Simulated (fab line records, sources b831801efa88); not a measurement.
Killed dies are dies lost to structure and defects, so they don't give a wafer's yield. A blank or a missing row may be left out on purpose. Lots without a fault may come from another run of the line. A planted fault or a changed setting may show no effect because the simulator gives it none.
Which tool did it? | flow sky130 | 11 lots, 33 wafers sampled, at 4 steps of a route of 708

WHAT THE GAUGES READ, wafer by wafer
SKY_VIA3_CD_MEAS_12: target cd 200 nm.
lot  | measured     | on        | cd_nm (nm)
L908 | day 40 05:22 | cd_sem-01 | 200.5 200.9 200.3
L910 | day 40 20:47 | cd_sem-02 | 200.3 200.8 200.9
L913 | day 42 04:10 | cd_sem-02 | 201.5 201.0 202.2
L914 | day 42 08:13 | cd_sem-01 | 198.8 198.3 198.3
L921 | day 44 05:54 | cd_sem-02 | 198.8 198.6 199.7
L925 | day 45 08:27 | cd_sem-01 | 198.9 200.4 199.3
L926 | day 45 09:31 | cd_sem-01 | 199.0 198.8 200.9
L927 | day 45 14:07 | cd_sem-02 | 201.2 200.4 200.3
L928 | day 45 20:01 | cd_sem-01 | 201.1 200.5 201.1
L929 | day 46 08:04 | cd_sem-01 | 201.8 202.0 201.8
L930 | day 46 10:21 | cd_sem-01 | 197.5 198.3 196.4

SKY_CAP2M_THK_MEAS_01.
lot  | measured     | on            | CAP2M_CVD_00_THK (nm)
L908 | day 40 07:11 | film_metro-01 | 15.27 15.74 15.37
L910 | day 40 22:33 | film_metro-02 | 15.26 15.46 15.49
L913 | day 42 05:51 | film_metro-01 | 15.36 15.55 15.34
L914 | day 42 09:58 | film_metro-02 | 15.35 14.58 15.73
L921 | day 44 07:49 | film_metro-01 | 15.19 15.70 15.56
L925 | day 45 10:20 | film_metro-02 | 15.46 15.83 16.01
L926 | day 45 13:07 | film_metro-04 | 15.84 15.59 15.55
L927 | day 45 16:34 | film_metro-01 | 15.26 15.63 15.89
L928 | day 45 21:43 | film_metro-04 | 15.20 15.51 15.47
L929 | day 46 10:04 | film_metro-04 | 15.41 15.58 15.72
L930 | day 46 12:15 | film_metro-01 | 15.17 15.15 15.55

WHICH TOOL RAN EACH LOT (tool, then ch and the chambers of the sampled wafers, then the start)
lot  | SKY_METAL3_STRIP_19                  | SKY_CAP2M_CVD_00
L908 | plasma_asher-03 ch 0,1, day 39 03:09 | pecvd-04 ch 0,1,2, day 40 07:09
L910 | plasma_asher-02 ch 0,1, day 39 17:44 | pecvd-02 ch 1,2, day 40 22:31
L913 | plasma_asher-02 ch 0,1, day 41 02:38 | pecvd-02 ch 0,2, day 42 05:49
L914 | plasma_asher-03 ch 0,1, day 41 06:21 | pecvd-02 ch 0,1,2, day 42 09:56
L921 | plasma_asher-03 ch 0,1, day 43 01:54 | pecvd-04 ch 0,2, day 44 07:47
L925 | plasma_asher-02 ch 1, day 44 08:45   | pecvd-04 ch 0,1, day 45 10:19
L926 | plasma_asher-02 ch 0,1, day 44 10:38 | pecvd-02 ch 0,2, day 45 13:05
L927 | plasma_asher-02 ch 0,1, day 44 15:12 | pecvd-04 ch 1,2, day 45 16:33
L928 | plasma_asher-03 ch 0,1, day 44 22:39 | pecvd-02 ch 0,2, day 45 21:41
L929 | plasma_asher-04 ch 0,1, day 45 09:37 | pecvd-04 ch 0,2, day 46 10:02
L930 | plasma_asher-03 ch 0,1, day 45 10:19 | pecvd-02 ch 0,2, day 46 12:13
- SKY_METAL3_STRIP_19: strips in O2/N2.
- SKY_CAP2M_CVD_00: deposits SiO2, target thk 15.5 nm.

WHAT THE TOOLS THEMSELVES READ (means of the sampled wafers that have a number; where no wafer has one, the mark that the record gives instead)
SKY_METAL3_STRIP_19.
lot  | tool            | drypump_motor_current_A (A) | oes_product_au (a.u.) | strip_time_to_endpoint_s (s)
L908 | plasma_asher-03 | 5.8                         | 0.513                 | 6.82
L910 | plasma_asher-02 | 5.5                         | 0.512                 | 6.76
L913 | plasma_asher-02 | 5.2                         | 0.502                 | 6.55
L914 | plasma_asher-03 | 5.7                         | 0.499                 | 6.48
L921 | plasma_asher-03 | 5.8                         | 0.503                 | 6.53
L925 | plasma_asher-02 | 4.9                         | 0.511                 | 6.70
L926 | plasma_asher-02 | 5.6                         | 0.503                 | 6.49
L927 | plasma_asher-02 | 5.5                         | 0.504                 | 6.52
L928 | plasma_asher-03 | 5.7                         | 0.499                 | 6.53
L929 | plasma_asher-04 | 6.0                         | 0.507                 | 6.61
L930 | plasma_asher-03 | 5.8                         | 0.504                 | 6.62

SKY_CAP2M_CVD_00.
lot  | tool     | heater_power_outer_w (W) | heater_power_w (W)
L908 | pecvd-04 | 404                      | 700
L910 | pecvd-02 | 404                      | 702
L913 | pecvd-02 | 450                      | 714
L914 | pecvd-02 | 438                      | 703
L921 | pecvd-04 | 391                      | 683
L925 | pecvd-04 | 401                      | 722
L926 | pecvd-02 | 452                      | 699
L927 | pecvd-04 | 439                      | 748
L928 | pecvd-02 | 387                      | 608
L929 | pecvd-04 | 389                      | 696
L930 | pecvd-02 | 413                      | 643

THE ANSWER, worked out from the rows above alone
Rule: what is usual is taken from the lots themselves. Put in order of their means at a reading, lots are off if they are a third of the lots or fewer, leave a main group of 4 or more, and stand apart from it by a gap of 3 or more times the standard deviation of the main group's means; of several such gaps the widest counts. A main group whose means are all the same, to the digits that the tables above print for the reading, isn't used. A lot without any number at a reading at which 4 lots or more have one is off too. The other lots that the step has rows for count as sound. The gauges are gone through in route order, then the tools' own readings, and for those a lot's mean is taken as printed above. The first step at which some lot is off is used, and at that step the reading that is off furthest; a lot without a number counts as furthest.
No lot is off at any reading shown: from this, nothing can be told.

WHAT THE SIMULATOR HAD PUT IN
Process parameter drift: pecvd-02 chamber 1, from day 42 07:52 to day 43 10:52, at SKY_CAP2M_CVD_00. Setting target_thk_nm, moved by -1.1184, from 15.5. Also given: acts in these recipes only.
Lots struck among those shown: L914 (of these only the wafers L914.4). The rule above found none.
